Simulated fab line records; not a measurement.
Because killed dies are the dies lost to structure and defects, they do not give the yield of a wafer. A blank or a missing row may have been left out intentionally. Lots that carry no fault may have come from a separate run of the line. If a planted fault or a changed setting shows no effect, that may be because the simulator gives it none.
Which tool is to blame? ; flow gf180mcu ; 45 wafers sampled from 15 lots at 1 step of a route of 602

## WHAT THE GAUGES SHOWED, per wafer
GF_STI_THK_MEAS_30. Usual: STI_OXIDATION_02_THK typically reads 9.82 nm, with standard deviation 0.18.
lot;measured;on;STI_OXIDATION_02_THK (nm);flag
L718;day 2 13:54;filmMetro-04;9.63 9.70 9.74;
L719;day 2 18:07;filmMetro-04;10.07 10.03 10.29;
L721;day 3 02:19;filmMetro-04;10.16 10.03 10.05;
L722;day 3 08:23;filmMetro-03;10.07 9.60 10.01;
L723;day 3 12:55;filmMetro-04;9.67 9.72 9.81;
L724;day 3 18:05;filmMetro-03;9.62 9.50 9.64;
L725;day 3 23:52;filmMetro-03;9.78 9.71 9.68;
L726;day 4 06:13;filmMetro-04;9.98 10.05 10.13;
L727;day 4 10:40;filmMetro-04;10.08 9.94 10.03;
L728;day 4 16:10;filmMetro-04;9.85 9.87 9.95;
L729;day 4 20:17;filmMetro-03;10.05 9.97 9.93;
L732;day 5 18:26;filmMetro-01;9.77 9.82 9.52;
L738;day 6 20:00;filmMetro-01;9.84 9.70 9.84;
L737;day 6 20:04;filmMetro-01;9.66 9.75 9.52;
L739;day 7 01:08;filmMetro-01;9.77 10.06 9.70;

## EACH LOT AND THE TOOL THAT RAN IT (in order: tool; ch and the chambers of the sampled wafers; start)
Record: no process step prior to these readings.

## AS READ BY THE TOOLS THEMSELVES (means over the sampled wafers that have a number; for cases with no such wafer, the mark the record gives instead)
The record holds no such reading with a usual standard deviation.

## THE ANSWER, worked out from the rows above alone
Rule: take the mean of a lot's wafers that have a number; if it is more than 3 standard deviations from the usual mean, the lot is off. Also off: a lot with no number at a reading for which 4 or more lots have one. The other lots that the step has rows for count as sound. The gauges are gone through in route order, then the tools' own readings, and for those a lot's mean is taken as printed above. The first step at which some lot is off is used, and at that step the reading that is off furthest; a lot without a number counts as furthest.
None of the lots is off at any reading shown; this tells nothing.

## WHAT THE SIMULATOR PUT IN
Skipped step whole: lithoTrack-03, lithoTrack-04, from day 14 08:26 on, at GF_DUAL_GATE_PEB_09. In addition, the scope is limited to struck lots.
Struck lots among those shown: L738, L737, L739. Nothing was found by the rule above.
